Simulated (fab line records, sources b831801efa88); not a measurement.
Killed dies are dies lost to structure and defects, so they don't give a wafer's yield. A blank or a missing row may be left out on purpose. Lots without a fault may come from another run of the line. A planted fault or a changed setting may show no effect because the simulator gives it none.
fab line records | flow sky130
record lots=5 wafers=15 last_day=50
route steps=708 shown METAL2@491 VIA2@507
lots that met no fault: from a run of the same line without faults
start_h: hours from the record's first day to the start of the lot's first wafer shown | wait_h: hours since the lot's step before | " the same as in the row above | L1.1+2: a row that stands for several wafers | - no value, or no start given | * or withheld: withheld | < > ~ a bound
route shown NAME@n: a module of which the file shows steps, and the number in the route of the first | usual: mean/standard deviation of fault-free wafers | same: alike in all rows | chamber/n: place in a boat | sites: the reading at each site | _std_site: their standard deviation | _edge_site: outer sites' mean less inner sites' | radius_mm: how far each site lies from the wafer's centre | mask NAME#n: copy n | behind: the tool/chamber that last shaped the wafer | hold: why the lot was held/for how many hours/how that ended | device: the transistor (n, p or np) that didn't switch | end of line: the same wafers' tests at the end of the route | a step without rows: its recipe alone | killed: dies lost to structure and defects at the first sort, not the wafer's yield | map: a wafer's dies, x killed, . not, _ none there
set.NAME: the setting as run; set.NAME@STEP: as run at that earlier step | model.NAME: the simulator's own value behind a step, which no gauge read
lots at some steps of the route; a table a step, a row a wafer
services: from which hour (start_h, from the record's first day; less than 0 if before it) a tool's chamber was out of use, for how many hours, and why
## steps
# step SKY_METAL2_HMDS_08
# recipe prime_time_s=60 prime_temp_c=120
# usual chill_plate_temp_C=23.01/0.099
# columns lot.wafer tool chamber start_h wait_h chill_plate_temp_C
L079.3 litho_track-04 0 849.21 0.1 23.07
L079.5 " 0 " " 23.09
L079.6 " 0 " " 23.09
L081.2 litho_track-03 0 855.88 0.1 23.00
L081.5 " 0 " " 22.89
L081.6 " 0 " " 22.99
L085.1 litho_track-02 0 886.77 0.1 23.01
L085.2 " 0 " " 22.92
L085.3 " 0 " " 22.97
L086.2 litho_track-03 0 900.28 0.1 23.18
L086.5 " 0 " " 23.05
L086.6 " 0 " " 23.08
L095.1 litho_track-04 0 959.96 0.1 23.11
L095.4 " 0 " " 22.98
L095.5 " 0 " " 23.29
# step SKY_METAL2_COAT_09
# recipe resist=BARC temp_c=withheld time_s=withheld spin_rpm=3000 resist_thk_nm=60
# usual chill_plate_temp_C=*
# columns lot.wafer tool chamber start_h wait_h chill_plate_temp_C
L079.3 litho_track-04 0 849.36 0.1 *
L079.5 " 0 " " *
L079.6 " 0 " " *
L081.2 litho_track-03 0 856.03 0.1 *
L081.5 " 0 " " *
L081.6 " 0 " " *
L085.1 litho_track-02 0 886.92 0.1 *
L085.2 " 0 " " *
L085.3 " 0 " " *
L086.2 litho_track-03 0 900.43 0.1 *
L086.5 " 0 " " *
L086.6 " 0 " " *
L095.1 litho_track-04 0 960.11 0.1 *
L095.4 " 0 " " *
L095.5 " 0 " " *
# step SKY_METAL2_COAT_10
# recipe resist=KrF-thick spin_rpm=3000 resist_thk_nm=450
# usual chill_plate_temp_C=23.00/0.11
# columns lot.wafer tool chamber start_h wait_h chill_plate_temp_C
L079.3 litho_track-04 0 - - 23.16
L079.5 " 0 " " 23.10
L079.6 " 0 " " 22.98
L081.2 litho_track-03 0 - - 22.87
L081.5 " 0 " " 22.99
L081.6 " 0 " " 23.03
L085.1 litho_track-02 0 - - 23.04
L085.2 " 0 " " 22.99
L085.3 " 0 " " 22.97
L086.2 litho_track-03 0 - - 23.18
L086.5 " 0 " " 22.99
L086.6 " 0 " " 23.08
L095.1 litho_track-04 0 - - 22.90
L095.4 " 0 " " 23.04
L095.5 " 0 " " 23.03
# step SKY_METAL2_SOFTBAKE_11
# recipe temp_c=100.5 time_s=90 resist=KrF-thick
# usual chill_plate_temp_C=23.01/0.1
# columns lot.wafer tool chamber start_h wait_h chill_plate_temp_C
L079.3 litho_track-04 0 - - 23.13
L079.5 " 0 " " 22.97
L079.6 " 0 " " 23.08
L081.2 litho_track-03 0 - - 22.90
L081.5 " 0 " " 23.14
L081.6 " 0 " " 22.87
L085.1 litho_track-02 0 - - 23.09
L085.2 " 0 " " 22.99
L085.3 " 0 " " 23.04
L086.2 litho_track-03 0 - - 22.99
L086.5 " 0 " " 22.85
L086.6 " 0 " " 22.80
L095.1 litho_track-04 0 - - 23.01
L095.4 " 0 " " 22.94
L095.5 " 0 " " 22.92
# step SKY_METAL2_EXPOSE_12
# recipe mask_id=MM2 na=0.8 source_shape=annular sigma_inner=0.55 sigma_outer=0.85 target_cd_nm=140 dose_mj=28
# columns lot.wafer tool chamber start_h wait_h mask
L079.3+5+6 krf_scanner-01 0 - - MM2#0
L081.2+5+6 krf_scanner-02 0 - - MM2#0
L085.1+2+3 krf_scanner-01 0 - - MM2#0
L086.2+5+6 krf_scanner-01 0 - - MM2#0
L095.1+4+5 krf_scanner-01 0 - - MM2#0
# step SKY_METAL2_PEB_13
# recipe peb_temp_c=withheld peb_time_s=withheld resist=KrF-thick
# usual chill_plate_temp_C=*
# columns lot.wafer tool chamber start_h wait_h chill_plate_temp_C
L079.3 litho_track-04 0 - - *
L079.5 " 0 " " *
L079.6 " 0 " " *
L081.2 litho_track-04 0 - - *
L081.5 " 0 " " *
L081.6 " 0 " " *
L085.1 litho_track-03 0 - - *
L085.2 " 0 " " *
L085.3 " 0 " " *
L086.2 litho_track-02 0 - - *
L086.5 " 0 " " *
L086.6 " 0 " " *
L095.1 litho_track-02 0 - - *
L095.4 " 0 " " *
L095.5 " 0 " " *
# step SKY_METAL2_DEVELOP_14
# recipe develop_time_s=60 resist=KrF-thick dev_temp_c=21
# usual chill_plate_temp_C=23.00/0.11
# columns lot.wafer tool chamber start_h wait_h chill_plate_temp_C
L079.3 litho_track-04 0 - - 23.06
L079.5 " 0 " " 23.18
L079.6 " 0 " " 23.04
L081.2 litho_track-04 0 - - 22.91
L081.5 " 0 " " 23.00
L081.6 " 0 " " 23.02
L085.1 litho_track-03 0 - - 23.10
L085.2 " 0 " " 23.02
L085.3 " 0 " " 23.05
L086.2 litho_track-02 0 - - 23.07
L086.5 " 0 " " 22.99
L086.6 " 0 " " 23.11
L095.1 litho_track-02 0 - - 22.95
L095.4 " 0 " " 22.98
L095.5 " 0 " " 23.02
# step SKY_METAL2_CD_MEAS_15
# recipe target_cd_nm=140
# usual cd_nm=139.6/1.4
# columns lot.wafer tool chamber start_h wait_h cd_nm
L079.3 cd_sem-02 - 863.05 - 139.6
L079.5 " - " " 138.6
L079.6 " - " " 138.5
L081.2 cd_sem-01 - 869.43 - 141.4
L081.5 " - " " 141.1
L081.6 " - " " 139.7
L085.1 cd_sem-01 - 899.80 - 140.2
L085.2 " - " " 141.9
L085.3 " - " " 140.2
L086.2 cd_sem-01 - 913.14 - 139.0
L086.5 " - " " 137.7
L086.6 " - " " 138.1
L095.1 cd_sem-01 - 972.87 - 138.7
L095.4 " - " " 139.8
L095.5 " - " " 140.0
# step SKY_METAL2_OVL_MEAS_16
# usual METAL2_OVL=2/6.5
# columns lot.wafer tool chamber start_h wait_h METAL2_OVL[nm]
L079.3 overlay-02 - 863.14 0.1 -5
L079.5 " - " " 0
L079.6 " - " " 3
L081.2 overlay-02 - 869.54 0.1 0
L081.5 " - " " 3
L081.6 " - " " 0
L085.1 overlay-02 - 899.92 0.1 0
L085.2 " - " " 1
L085.3 " - " " -6
L086.2 overlay-01 - 913.24 0.1 5
L086.5 " - " " 2
L086.6 " - " " 3
L095.1 overlay-01 - 972.99 0.1 2
L095.4 " - " " -5
L095.5 " - " " 6
# step SKY_METAL2_DESCUM_17
# recipe chemistry=O2 source_power_w=150 bias_power_w=0 pressure_mtorr=10 temp_c=40 time_s=8
# usual chamber_pressure_mTorr=10.000/0.009 drypump_motor_current_A=5.7/0.43 oes_product_au=0.999/0.0066
# columns lot.wafer tool chamber start_h wait_h chamber_pressure_mTorr drypump_motor_current_A oes_product_au rf_hours_counter_h
L079.3 rie_metal-04 0 863.18 0.0 9.997 5.2 1.008 -
L079.5 " 0 " " 10.000 5.1 1.000 -
L079.6 " 1 " " 10.016 5.0 0.996 -
L081.2 rie_metal-04 0 869.57 0.0 10.010 5.2 0.999 10
L081.5 " 0 " " 10.016 5.2 1.010 -
L081.6 " 1 " " 9.998 5.0 0.999 -
L085.1 rie_metal-03 1 899.96 0.0 10.006 5.5 0.998 10
L085.2 " 0 " " 10.006 6.2 0.995 7
L085.3 " 0 " " 10.005 6.2 0.993 -
L086.2 rie_metal-04 1 913.27 0.0 9.992 5.0 0.982 11
L086.5 " 0 " " 10.010 5.2 0.997 -
L086.6 " 1 " " 10.002 4.9 0.993 -
L095.1 rie_metal-02 1 973.02 0.0 9.991 6.1 0.993 15
L095.4 " 0 " " 10.007 5.8 0.993 -
L095.5 " 0 " " 9.992 5.8 0.990 -
# step SKY_METAL2_ETCH_18
# recipe chemistry=N2/H2 target=BARC ion_energy_ev=200 bias_w=100 pressure_mtorr=30 n2_flow_sccm=100 h2_flow_sccm=200 icp_w=500 stop_on=SiO2 time_s=45.9 target_depth_a=600
# usual bias_w=100.0/0.33 chamber_pressure_mTorr=30.001/0.026 drypump_motor_current_A=5.7/0.43 oes_product_au=0.854/0.0047 throttle_valve_pct=13.223/0.0097
# columns lot.wafer tool chamber start_h wait_h bias_w chamber_pressure_mTorr drypump_motor_current_A oes_product_au rf_hours_counter_h throttle_valve_pct
L079.3 rie_metal-04 0 863.22 0.0 100.0 29.987 5.2 0.856 - 13.211
L079.5 " 0 " " 100.0 30.017 5.2 0.853 - 13.230
L079.6 " 1 " " 100.0 29.992 5.0 0.854 - 13.241
L081.2 rie_metal-04 0 869.60 0.0 100.0 30.039 5.2 0.857 10 13.220
L081.5 " 0 " " 99.9 30.003 5.2 0.853 - 13.225
L081.6 " 1 " " 99.8 29.954 5.0 0.860 - 13.222
L085.1 rie_metal-03 1 899.99 0.0 100.0 29.993 5.5 0.848 10 13.232
L085.2 " 0 " " 99.6 29.974 6.2 0.855 7 13.235
L085.3 " 0 " " 99.9 30.018 6.1 0.857 - 13.247
L086.2 rie_metal-04 1 913.31 0.0 100.0 29.967 5.0 0.849 11 13.218
L086.5 " 0 " " 100.3 30.002 5.2 0.861 - 13.238
L086.6 " 1 " " 100.6 29.996 5.0 0.858 - 13.221
L095.1 rie_metal-02 1 973.06 0.0 100.0 30.004 6.2 0.854 15 13.227
L095.4 " 0 " " 100.3 29.972 5.8 0.850 - 13.214
L095.5 " 0 " " 100.2 30.045 5.8 0.850 - 13.206
# step SKY_METAL2_METAL_ETCH_19
# recipe target_depth_a=3600 stop_on=SiO2 over_etch_frac=0.3 time_s=78 chemistry=Cl2/BCl3 resist_sidewall_deg=88 pressure_mtorr=10 icp_w=900 bias_w=48.5 Cl2_flow_sccm=60 bcl3_flow_sccm=30
# usual bias_w=48.51/0.14 chamber_pressure_mTorr=10.001/0.0094 drypump_motor_current_A=5.7/0.43 oes_product_au=0.854/0.0057 throttle_valve_pct=22.266/0.01
# columns lot.wafer tool chamber start_h wait_h bias_w chamber_pressure_mTorr drypump_motor_current_A oes_product_au rf_hours_counter_h throttle_valve_pct
L079.3 rie_metal-04 0 863.29 0.1 48.54 9.999 5.1 0.860 - 22.253
L079.5 " 0 " " 48.25 9.990 5.2 0.852 - 22.260
L079.6 " 1 " " 48.77 10.000 5.0 0.857 - 22.257
L081.2 rie_metal-04 0 869.66 0.0 48.54 10.019 5.2 0.850 10 22.271
L081.5 " 0 " " 48.51 10.018 5.1 0.847 - 22.262
L081.6 " 1 " " 48.53 10.008 5.0 0.853 - 22.274
L085.1 rie_metal-03 1 900.05 0.0 48.52 10.003 5.5 0.854 10 22.240
L085.2 " 0 " " 48.37 10.002 6.1 0.852 7 22.262
L085.3 " 0 " " 48.38 9.993 6.1 0.846 - 22.262
L086.2 rie_metal-04 1 913.37 0.0 48.62 9.994 5.0 0.845 11 22.274
L086.5 " 0 " " 48.71 9.990 5.1 0.845 - 22.251
L086.6 " 1 " " 48.38 10.008 5.0 0.860 - 22.264
L095.1 rie_metal-02 1 973.12 0.0 48.76 9.988 6.1 0.859 15 22.275
L095.4 " 0 " " 48.53 9.993 5.8 0.849 - 22.278
L095.5 " 0 " " 48.56 9.999 5.8 0.852 - 22.267
# step SKY_METAL2_STRIP_20
# recipe chemistry=O2/N2 power_w=1400 pressure_mtorr=1500 platen_temp_c=withheld o2_flow_sccm=3000 n2_flow_sccm=300 overash_fraction=0.5
# usual chamber_pressure_mTorr=1500.0/1.5 drypump_motor_current_A=5.48/0.27 oes_product_au=0.343/0.0052 strip_time_to_endpoint_s=2.700/0.029
# columns lot.wafer tool chamber start_h wait_h chamber_pressure_mTorr drypump_motor_current_A oes_product_au rf_hours_counter_h strip_time_to_endpoint_s
L079.3 plasma_asher-04 1 863.39 0.1 1501.6 5.60 0.340 - 2.638
L079.5 " 1 " " 1497.1 5.60 0.338 - 2.669
L079.6 " 0 " " 1496.7 5.72 0.341 - 2.657
L081.2 plasma_asher-03 1 869.75 0.1 1501.0 5.41 0.353 77 2.710
L081.5 " 1 " " 1498.6 5.41 0.342 - 2.726
L081.6 " 0 " " 1502.4 5.78 0.345 - 2.717
L085.1 plasma_asher-03 0 900.14 0.1 1500.0 5.78 0.341 79 2.666
L085.2 " 1 " " 1502.3 5.42 0.346 79 2.692
L085.3 " 0 " " 1500.4 5.80 0.341 - 2.694
L086.2 plasma_asher-04 0 913.46 0.1 1501.3 5.71 0.343 17 2.736
L086.5 " 1 " " 1498.8 5.56 0.339 - 2.673
L086.6 " 0 " " 1502.3 5.74 0.348 - 2.683
L095.1 plasma_asher-01 0 973.21 0.1 1498.4 5.09 0.352 112 2.743
L095.4 " 0 " " 1499.0 5.10 0.345 - 2.723
L095.5 " 0 " " 1498.2 5.09 0.330 - 2.717
# step SKY_METAL2_STRIP_21
# recipe chemistry=post_etch_residue_remover time_s=1200 temp_c=72.5
# usual bath_heat_duty_pct=14.4/1.2
# columns lot.wafer tool chamber start_h wait_h bath_heat_duty_pct
L079.3 wet_bench-02 0 863.45 0.0 15.5
L079.5 " 0 " " 14.5
L079.6 " 0 " " 14.9
L081.2 wet_bench-02 1 869.85 0.1 16.9
L081.5 " 1 " " 15.2
L081.6 " 1 " " 15.1
L085.1 wet_bench-04 0 900.24 0.1 14.9
L085.2 " 0 " " 15.9
L085.3 " 0 " " 15.7
L086.2 wet_bench-02 3 913.56 0.1 13.0
L086.5 " 3 " " 12.5
L086.6 " 3 " " 12.0
L095.1 wet_bench-02 3 973.31 0.1 12.5
L095.4 " 3 " " 13.8
L095.5 " 3 " " 12.6
# step SKY_METAL2_CLEAN_22
# recipe chemistry=IPA time_s=180 temp_c=25
# usual bath_heat_duty_pct=6.5/0.89
# columns lot.wafer tool chamber start_h wait_h bath_heat_duty_pct
L079.3 wet_bench-04 3 863.79 0.0 7.6
L079.5 " 3 " " 8.1
L079.6 " 3 " " 7.4
L081.2 wet_bench-04 1 870.19 0.0 6.3
L081.5 " 1 " " 6.2
L081.6 " 1 " " 5.6
L085.1 wet_bench-03 2 900.61 0.0 5.6
L085.2 " 2 " " 6.7
L085.3 " 2 " " 5.4
L086.2 wet_bench-03 0 913.97 0.0 6.4
L086.5 " 0 " " 6.0
L086.6 " 0 " " 6.4
L095.1 wet_bench-04 2 973.68 0.0 5.2
L095.4 " 2 " " 5.6
L095.5 " 2 " " 5.7
# step SKY_METAL2_CLEAN_23
# recipe chemistry=O3/DIW dry=n2_spin
# columns lot.wafer tool chamber start_h wait_h
L079.3+5+6 wet_bench-03 0 863.85 0.0
L081.2+5+6 wet_bench-04 3 870.32 0.0
L085.1+2+3 wet_bench-04 0 900.67 0.0
L086.2+5+6 wet_bench-02 0 914.08 0.0
L095.1+4+5 wet_bench-03 2 973.74 0.0
# step SKY_VIA2_HDPCVD_00
# recipe material=SiO2 target_thk_nm=1180 sigma_open_frac=0.3 time_s=196.7 temp_c=400 sih4_flow_sccm=60 pressure_mtorr=6
# columns lot.wafer tool chamber start_h wait_h
L079.3+5+6 hdpcvd-01 0,0,1 863.94 0.0
L081.2+5+6 hdpcvd-01 2,2,1 870.52 0.0
L085.1+2+3 hdpcvd-02 0,2,1 900.77 0.0
L086.2+5+6 hdpcvd-02 2,0,2 914.19 0.0
L095.1+4+5 hdpcvd-02 2,2,1 973.84 0.0
# step SKY_VIA2_THK_MEAS_01
# recipe reads=SiO2_of_VIA2_HDPCVD_00
# usual VIA2_HDPCVD_THK=1185/10
# columns lot.wafer tool chamber start_h wait_h VIA2_HDPCVD_THK[nm]
L079.3 film_metro-04 - 864.09 0.1 1173
L079.5 " - " " 1171
L079.6 " - " " 1185
L081.2 film_metro-04 - 870.66 0.1 1199
L081.5 " - " " 1193
L081.6 " - " " 1192
L085.1 film_metro-04 - 900.90 0.1 1193
L085.2 " - " " 1187
L085.3 " - " " 1174
L086.2 film_metro-02 - 914.33 0.1 1171
L086.5 " - " " 1185
L086.6 " - " " 1179
L095.1 film_metro-01 - 973.97 0.1 1178
L095.4 " - " " 1169
L095.5 " - " " 1173
# step SKY_VIA2_CMP_02
# recipe material=SiO2 down_force_psi=4 platen_rpm=60 pad_velocity_m_s=0.94248
# usual motor_current_A=11.7/1.5
# columns lot.wafer tool chamber start_h wait_h motor_current_A
L079.3 cmp-02 2 864.28 0.2 12.2
L079.5 " 3 " " 10.7
L079.6 " 0 " " 12.2
L081.2 cmp-02 1 870.90 0.2 9.1
L081.6 " 3 " " 11.4
L081.5 " 0 " " 11.6
L085.3 cmp-01 3 900.96 0.0 12.7
L085.1 " 1 " " 12.8
L085.2 " 2 " " 12.4
L086.2 cmp-01 0 917.93 3.6 13.4
L086.6 " 1 " " 12.2
L086.5 " 2 " " 13.1
L095.4 cmp-02 3 974.03 0.0 10.6
L095.1 " 2 " " 12.7
L095.5 " 3 " " 10.9
# step SKY_VIA2_BOW_MEAS_03
# recipe mode=bow
# usual VIA2_BOW=86/7.4
# columns lot.wafer tool chamber start_h wait_h VIA2_BOW[um]
L079.3 film_metro-01 - 864.47 0.1 86
L079.5 " - " " 86
L079.6 " - " " 81
L081.2 film_metro-04 - 871.12 0.2 78
L081.5 " - " " 87
L081.6 " - " " 98
L085.1 film_metro-02 - 901.26 0.1 78
L085.2 " - " " 65
L085.3 " - " " 78
L086.2 film_metro-02 - 918.10 0.1 71
L086.5 " - " " 82
L086.6 " - " " 83
L095.1 film_metro-02 - 974.33 0.1 97
L095.4 " - " " 89
L095.5 " - " " 83
# step SKY_VIA2_DEHYDRATE_04
# recipe temp_c=200 time_s=60
# usual chill_plate_temp_C=23.02/0.12
# columns lot.wafer tool chamber start_h wait_h chill_plate_temp_C
L079.3 litho_track-03 0 877.05 12.6 23.35
L079.5 " 0 " " 23.26
L079.6 " 0 " " 23.28
L081.2 litho_track-01 0 883.22 12.1 22.99
L081.5 " 0 " " 22.99
L081.6 " 0 " " 22.98
L085.1 litho_track-02 0 913.12 11.8 23.06
L085.2 " 0 " " 23.09
L085.3 " 0 " " 22.95
L086.2 litho_track-01 0 928.12 10.0 22.97
L086.5 " 0 " " 22.84
L086.6 " 0 " " 23.00
L095.1 litho_track-03 0 985.05 10.7 22.85
L095.4 " 0 " " 22.89
L095.5 " 0 " " 22.81
# step SKY_VIA2_HMDS_05
# recipe prime_time_s=60 prime_temp_c=120
# usual chill_plate_temp_C=23.01/0.11
# columns lot.wafer tool chamber start_h wait_h chill_plate_temp_C
L079.3 litho_track-03 0 877.20 0.1 23.10
L079.5 " 0 " " 23.08
L079.6 " 0 " " 23.01
L081.2 litho_track-01 0 883.37 0.1 22.77
L081.5 " 0 " " 23.03
L081.6 " 0 " " 22.85
L085.1 litho_track-02 0 913.27 0.1 22.99
L085.2 " 0 " " 22.99
L085.3 " 0 " " 22.93
L086.2 litho_track-01 0 928.27 0.1 23.00
L086.5 " 0 " " 22.97
L086.6 " 0 " " 23.11
L095.1 litho_track-03 0 985.20 0.1 23.21
L095.4 " 0 " " 22.97
L095.5 " 0 " " 23.09
# step SKY_VIA2_COAT_06
# recipe resist=BARC temp_c=withheld time_s=withheld spin_rpm=3000 resist_thk_nm=60
# usual chill_plate_temp_C=*
# columns lot.wafer tool chamber start_h wait_h chill_plate_temp_C
L079.3 litho_track-03 0 877.35 0.1 *
L079.5 " 0 " " *
L079.6 " 0 " " *
L081.2 litho_track-01 0 883.52 0.1 *
L081.5 " 0 " " *
L081.6 " 0 " " *
L085.1 litho_track-02 0 913.42 0.1 *
L085.2 " 0 " " *
L085.3 " 0 " " *
L086.2 litho_track-01 0 928.42 0.1 *
L086.5 " 0 " " *
L086.6 " 0 " " *
L095.1 litho_track-03 0 985.35 0.1 *
L095.4 " 0 " " *
L095.5 " 0 " " *
# step SKY_VIA2_COAT_07
# recipe resist=KrF-thick spin_rpm=3000 resist_thk_nm=450
# usual chill_plate_temp_C=22.97/0.12
# columns lot.wafer tool chamber start_h wait_h chill_plate_temp_C
L079.3 litho_track-03 0 - - 22.81
L079.5 " 0 " " 22.92
L079.6 " 0 " " 23.03
L081.2 litho_track-01 0 - - 22.86
L081.5 " 0 " " 23.01
L081.6 " 0 " " 22.82
L085.1 litho_track-02 0 - - 23.06
L085.2 " 0 " " 22.98
L085.3 " 0 " " 22.91
L086.2 litho_track-01 0 - - 22.81
L086.5 " 0 " " 22.90
L086.6 " 0 " " 22.93
L095.1 litho_track-03 0 - - 23.09
L095.4 " 0 " " 23.11
L095.5 " 0 " " 23.16
# step SKY_VIA2_SOFTBAKE_08
# recipe temp_c=100 time_s=90 resist=KrF-thick
# usual chill_plate_temp_C=22.99/0.099
# columns lot.wafer tool chamber start_h wait_h chill_plate_temp_C
L079.3 litho_track-03 0 - - 23.10
L079.5 " 0 " " 23.11
L079.6 " 0 " " 22.93
L081.2 litho_track-01 0 - - 22.95
L081.5 " 0 " " 22.93
L081.6 " 0 " " 22.84
L085.1 litho_track-02 0 - - 22.99
L085.2 " 0 " " 22.86
L085.3 " 0 " " 22.98
L086.2 litho_track-01 0 - - 22.95
L086.5 " 0 " " 22.91
L086.6 " 0 " " 22.96
L095.1 litho_track-03 0 - - 23.18
L095.4 " 0 " " 23.02
L095.5 " 0 " " 23.14
# step SKY_VIA2_EXPOSE_09
# recipe mask_id=VIM2 na=0.8 source_shape=annular sigma_inner=0.55 sigma_outer=0.85 target_cd_nm=200 dose_mj=38
# columns lot.wafer tool chamber start_h wait_h mask
L079.3+5+6 krf_scanner-01 0 - - VIM2#0
L081.2+5+6 krf_scanner-01 0 - - VIM2#0
L085.1+2+3 krf_scanner-02 0 - - VIM2#0
L086.2+5+6 krf_scanner-02 0 - - VIM2#0
L095.1+4+5 krf_scanner-02 0 - - VIM2#0
# step SKY_VIA2_PEB_10
# recipe peb_temp_c=withheld peb_time_s=withheld resist=KrF-thick
# usual chill_plate_temp_C=*
# columns lot.wafer tool chamber start_h wait_h chill_plate_temp_C
L079.3 litho_track-01 0 - - *
L079.5 " 0 " " *
L079.6 " 0 " " *
L081.2 litho_track-02 0 - - *
L081.5 " 0 " " *
L081.6 " 0 " " *
L085.1 litho_track-01 0 - - *
L085.2 " 0 " " *
L085.3 " 0 " " *
L086.2 litho_track-03 0 - - *
L086.5 " 0 " " *
L086.6 " 0 " " *
L095.1 litho_track-03 0 - - *
L095.4 " 0 " " *
L095.5 " 0 " " *
# step SKY_VIA2_DEVELOP_11
# recipe develop_time_s=60 resist=KrF-thick dev_temp_c=21
# usual chill_plate_temp_C=23.01/0.1
# columns lot.wafer tool chamber start_h wait_h chill_plate_temp_C
L079.3 litho_track-01 0 - - 23.12
L079.5 " 0 " " 23.06
L079.6 " 0 " " 23.07
L081.2 litho_track-02 0 - - 22.97
L081.5 " 0 " " 23.17
L081.6 " 0 " " 23.15
L085.1 litho_track-01 0 - - 22.87
L085.2 " 0 " " 22.85
L085.3 " 0 " " 22.94
L086.2 litho_track-03 0 - - 22.95
L086.5 " 0 " " 23.08
L086.6 " 0 " " 22.89
L095.1 litho_track-03 0 - - 22.90
L095.4 " 0 " " 23.03
L095.5 " 0 " " 22.97
# step SKY_VIA2_CD_MEAS_12
# recipe target_cd_nm=200
# usual cd_nm=200.2/1.2
# columns lot.wafer tool chamber start_h wait_h cd_nm
L079.3 cd_sem-02 - 890.88 - 200.8
L079.5 " - " " 200.1
L079.6 " - " " 199.7
L081.2 cd_sem-01 - 896.44 - 200.8
L081.5 " - " " 201.3
L081.6 " - " " 202.5
L085.1 cd_sem-01 - 924.99 - 198.7
L085.2 " - " " 199.2
L085.3 " - " " 199.9
L086.2 cd_sem-02 - 941.77 - 200.4
L086.5 " - " " 200.8
L086.6 " - " " 200.6
L095.1 cd_sem-02 - 996.70 - 199.3
L095.4 " - " " 199.1
L095.5 " - " " 199.3
# step SKY_VIA2_OVL_MEAS_13
# usual VIA2_OVL=-1/4.8
# columns lot.wafer tool chamber start_h wait_h VIA2_OVL[nm]
L079.3 overlay-01 - 890.97 0.1 -3
L079.5 " - " " -2
L079.6 " - " " -7
L081.2 overlay-02 - 896.55 0.1 -2
L081.5 " - " " -2
L081.6 " - " " -3
L085.1 overlay-01 - 925.11 0.1 1
L085.2 " - " " -9
L085.3 " - " " -4
L086.2 overlay-02 - 941.88 0.1 1
L086.5 " - " " -2
L086.6 " - " " 5
L095.1 overlay-02 - 996.82 0.1 9
L095.4 " - " " 9
L095.5 " - " " 4
# step SKY_VIA2_ETCH_14
# recipe chemistry=N2/H2 target=BARC ion_energy_ev=200 source_w=500 bias_w=102.8 pressure_mtorr=30 n2_flow_sccm=100 h2_flow_sccm=200 stop_on=SiO2 time_s=45.9 target_depth_a=600
# usual bias_w=102.8/0.32 chamber_pressure_mTorr=29.998/0.027 drypump_motor_current_A=5.9/0.47 oes_product_au=0.855/0.0048 throttle_valve_pct=13.224/0.0088
# columns lot.wafer tool chamber start_h wait_h bias_w chamber_pressure_mTorr drypump_motor_current_A oes_product_au rf_hours_counter_h throttle_valve_pct
L079.3 rie_diel-03 0 891.00 0.0 102.6 29.995 6.4 0.849 19 13.223
L079.5 " 3 " " 103.0 29.998 6.4 0.853 - 13.226
L079.6 " 0 " " 103.3 30.014 6.4 0.862 - 13.241
L081.2 rie_diel-01 0 896.58 0.0 103.0 29.953 5.7 0.854 15 13.211
L081.5 " 0 " " 102.6 30.052 5.7 0.865 - 13.224
L081.6 " 1 " " 102.7 29.968 5.4 0.860 - 13.210
L085.1 rie_diel-03 2 925.15 0.0 102.5 29.987 6.3 0.849 21 13.213
L085.2 " 0 " " 103.1 29.997 6.4 0.849 20 13.225
L085.3 " 1 " " 102.8 30.012 5.1 0.850 14 13.224
L086.2 rie_diel-03 2 941.91 0.0 102.7 30.054 6.3 0.855 21 13.216
L086.5 " 3 " " 102.9 30.062 6.4 0.846 - 13.217
L086.6 " 2 " " 102.3 29.970 6.3 0.856 - 13.234
L095.1 rie_diel-04 3 996.86 0.0 103.0 30.014 6.5 0.858 13 13.227
L095.4 " 1 " " 102.6 29.991 5.9 0.848 2 13.221
L095.5 " 3 " " 102.9 30.036 6.5 0.849 - 13.222
# step SKY_VIA2_ETCH_15
# recipe target=SiO2 chemistry=C4F8/O2/Ar target_depth_nm=546 stop_on=TiN mask_material=KrF-thick source_w=1500 bias_w=1200 pressure_mtorr=40 c4f8_flow_sccm=withheld O2_flow_sccm=6 Ar_flow_sccm=300 time_s=84
# usual bias_w=1201/3.3 chamber_pressure_mTorr=40.00/0.035 oes_product_au=0.939/0.0044
# columns lot.wafer tool chamber start_h wait_h bias_w chamber_pressure_mTorr oes_product_au rf_hours_counter_h
L079.3 rie_diel-03 0 891.04 0.0 1201 40.01 0.935 19
L079.5 " 3 " " 1205 39.97 0.932 -
L079.6 " 0 " " 1193 39.95 0.937 -
L081.2 rie_diel-01 0 896.62 0.0 1203 40.05 0.941 15
L081.5 " 0 " " 1196 40.02 0.939 -
L081.6 " 1 " " 1201 40.02 0.938 -
L085.1 rie_diel-03 2 925.19 0.0 1201 40.05 0.941 21
L085.2 " 0 " " 1194 40.00 0.934 20
L085.3 " 1 " " 1200 39.94 0.943 14
L086.2 rie_diel-03 2 941.95 0.0 1197 40.03 0.931 21
L086.5 " 3 " " 1204 40.00 0.948 -
L086.6 " 2 " " 1196 39.99 0.938 -
L095.1 rie_diel-04 3 996.90 0.0 1193 40.02 0.945 13
L095.4 " 1 " " 1199 40.03 0.937 2
L095.5 " 3 " " 1198 39.99 0.943 -
## services
# columns tool chamber start_h hours kind
krf_scanner-02 - 838.29 1.3 pm
hdpcvd-02 1 839.55 12.6 repair
cmp-02 - 841.62 5.5 pm
krf_scanner-02 - 847.96 3.6 pm
cmp-02 - 852.76 5.0 pm
krf_scanner-01 - 857.25 1.3 pm
krf_scanner-01 - 860.85 0.8 pm
wet_bench-02 - 867.88 1.9 pm
rie_metal-03 1 869.24 9.3 repair
rie_diel-03 1 869.56 4.3 repair
rie_metal-02 - 871.54 0.9 repair
rie_metal-04 - 873.23 0.8 repair
hdpcvd-02 - 885.91 0.5 repair
rie_diel-03 - 896.63 2.2 repair
krf_scanner-02 - 900.58 1.0 pm
rie_metal-04 0 905.00 5.9 repair
cmp-02 - 908.84 17.1 pm
krf_scanner-01 - 927.41 3.0 pm
krf_scanner-02 - 934.71 0.8 pm
krf_scanner-01 - 943.36 13.0 repair
rie_diel-03 3 956.89 4.4 repair
krf_scanner-01 - 964.25 1.0 pm
krf_scanner-02 - 976.97 0.9 repair
wet_bench-03 - 990.45 1.9 pm
## key
fault none
